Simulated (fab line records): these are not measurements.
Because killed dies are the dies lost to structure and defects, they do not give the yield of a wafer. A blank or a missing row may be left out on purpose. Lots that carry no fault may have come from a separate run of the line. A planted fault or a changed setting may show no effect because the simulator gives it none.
A struck lot beside a sound one / flow sky130 / 32 steps out of a route of 708
Sound: these wafers, L634.4, L634.5, L634.6. Struck: wafer L644.3 (L644.1, L644.5, from the same lot, were not struck and are left out); the cause is given at the end.
At each step with rows: each side's tool, then ch and its chambers, then its first start. Under that, the readings that differ: sound wafers / struck wafers / difference of the means / sigmas: that difference in standard deviations of wafers without a fault.
alike: a reading whose means differ by less than 2 such deviations, as well as words and numbers matching on both sides. not compared: withheld readings; readings where some wafer has no value; bounds like >300 that might hide an equal value; numbers whose values overlap and for which the record gives no deviation.
The two part at a step that has a row with sigmas, a row that says differs or no value, or rows on one side only. Non-overlapping numbers with no deviation appear without sigmas and do not part them. Lack of a reading on every wafer of one side parts them only where that side has two or more wafers.

SKY_VIA1_ETCH_15: etches SiO2 in C4F8/O2/Ar, stops on TiN, target depth 351 nm, time 54 s.
  sound on rie_diel-02 ch 1,2,3, day 35 01:13; struck on rie_diel-04 ch 2, day 38 00:47
reading=rf_hours_counter_h (h); sound=- - -; struck=15; difference=no value on the sound wafers; sigmas=
  alike: oes_product_au
SKY_VIA1_STRIP_16: strips in O2/N2.
  sound on plasma_asher-01 ch 0,1, day 35 01:16; struck on plasma_asher-04 ch 1, day 38 00:50
reading=strip_time_to_endpoint_s (s); sound=4.468 4.460 4.475; struck=4.402; difference=-0.066; sigmas=-3
  alike: drypump_motor_current_A, oes_product_au
  not compared: rf_hours_counter_h
then, 4 steps without rows for these wafers: SKY_VIA1_STRIP_17 (strips in post etch residue remover, time 1200 s); SKY_VIA1_CLEAN_18 (cleans in IPA, time 180 s); SKY_VIA1_CLEAN_19 (cleans in O3/DIW); SKY_VIA1_SPUTTER_20 (material TiN, target thk 20 nm, time 80 s).
SKY_VIA1_CVD_21: deposits W, target thk 270 nm, time 80.902 s.
  sound on cvd_w-01 ch 0,1, day 35 01:58; struck on cvd_w-02 ch 0, day 38 01:29
  alike: heater_power_w
SKY_VIA1_RS_MEAS_22: uses a four-point probe to measure.
  struck on film_metro-04, day 38 01:34; sound on film_metro-04, day 35 02:05
  alike: VIA1_W_RS
SKY_VIA1_THK_MEAS_23: measures by xrf.
  struck on film_metro-04, day 38 01:41; sound on film_metro-04, day 35 02:10
  alike: VIA1_W_THK
then, 3 steps without rows for these wafers: SKY_VIA1_CMP_24 (polishes, stops on SiO2, t overpolish 15 s, target thk 0 nm); SKY_METAL2_SPUTTER_00 (material Ti, target thk 15 nm, time 10 s); SKY_METAL2_SPUTTER_01 (material TiN, target thk 20 nm, time 16.7 s).
SKY_METAL2_SPUTTER_02: material AlCu, target thk 250 nm, time 13.3 s.
  struck on pvd_sputter-03, day 38 02:32; sound on pvd_sputter-01, day 35 02:34
reading=model.AlCu_of_METAL2_SPUTTER_02.thk_nm (nm); sound=248.3 249.1 249.1; struck=189.4; difference=-59.4; sigmas=
  alike: cathode_dc_power_W, throttle_valve_pct
then, 2 steps without rows for these wafers: SKY_METAL2_SPUTTER_03 (material Ti, target thk 5 nm, time 3.3 s); SKY_METAL2_SPUTTER_04 (material TiN, target thk 70 nm, time 58.3 s).
SKY_METAL2_RS_MEAS_05: uses a four-point probe to measure.
  struck on film_metro-01, day 38 02:37; sound on film_metro-03, day 35 02:42
reading=METAL2_ALCU_RS (ohm/sq); sound=0.1276 0.1272 0.1269; struck=0.1689; difference=+0.0417; sigmas=+30
SKY_METAL2_THK_MEAS_06: measures by xrf.
  struck on film_metro-01, day 38 02:44; sound on film_metro-03, day 35 02:47
reading=METAL2_ALCU_THK (nm); sound=246.7 249.0 248.5; struck=189.2; difference=-58.9; sigmas=-20
then, 8 steps without rows for these wafers: SKY_METAL2_DEHYDRATE_07 (time 60 s); SKY_METAL2_HMDS_08 (prime time 60 s); SKY_METAL2_COAT_09 (resist thk 60 nm); SKY_METAL2_COAT_10 (resist thk 450 nm); SKY_METAL2_SOFTBAKE_11 (time 90 s); SKY_METAL2_EXPOSE_12 (exposes mask MM2, target cd 140 nm); SKY_METAL2_PEB_13; SKY_METAL2_DEVELOP_14 (develop time 60 s).
SKY_METAL2_CD_MEAS_15: the cd target is 140 nm.
  struck on cd_sem-02, day 39 03:54; sound on cd_sem-01, day 36 04:19
  alike: cd_nm
SKY_METAL2_OVL_MEAS_16:
  struck on overlay-01, day 39 04:01; sound on overlay-02, day 36 04:24
  alike: METAL2_OVL
SKY_METAL2_DESCUM_17: chemistry O2, time 8 s.
  sound on rie_metal-03 ch 0,1, day 36 04:26; struck on rie_metal-01 ch 0, day 39 04:03
reading=drypump_motor_current_A (A); sound=6.1 6.1 5.8; struck=4.7; difference=-1.3; sigmas=-2
  alike: oes_product_au
  not compared: rf_hours_counter_h
then, 1 step without rows for these wafers: SKY_METAL2_ETCH_18 (etches BARC in N2/H2, stops on SiO2, time 45.9 s, target depth 60 nm).
SKY_METAL2_METAL_ETCH_19: etches the open film in Cl2/BCl3, stops on SiO2, target depth 360 nm, time 78 s.
  sound on rie_metal-03 ch 0,1, day 36 04:32; struck on rie_metal-01 ch 0, day 39 04:09
reading=drypump_motor_current_A (A); sound=6.1 6.1 5.8; struck=4.8; difference=-1.2; sigmas=-2
reading=oes_product_au (a.u.); sound=0.850 0.853 0.857; struck=0.802; difference=-0.051; sigmas=-9
reading=throttle_valve_pct (%); sound=22.256 22.275 22.264; struck=22.244; difference=-0.021; sigmas=-2
  not compared: rf_hours_counter_h
SKY_METAL2_STRIP_20: strips in O2/N2.
  sound on plasma_asher-03 ch 0,1, day 36 04:38; struck on plasma_asher-02 ch 0, day 39 04:14
  alike: drypump_motor_current_A, oes_product_au, strip_time_to_endpoint_s
  not compared: rf_hours_counter_h
-- the record jumps here: 10 days lie between the struck wafers' starts before and after (it left off in module METAL2 and takes up again in module PAD_OPEN, whose first step shown is number 708 of the route) --
SKY_PAD_OPEN_PROBE_99:
  rows exist in the record for the struck wafers here (prober-01, day 48 23:56), but not for the sound ones

WHERE THEY PART
At SKY_VIA1_ETCH_15 first; at SKY_PAD_OPEN_PROBE_99 last (within this record only).

WHY: the cause the simulator had injected
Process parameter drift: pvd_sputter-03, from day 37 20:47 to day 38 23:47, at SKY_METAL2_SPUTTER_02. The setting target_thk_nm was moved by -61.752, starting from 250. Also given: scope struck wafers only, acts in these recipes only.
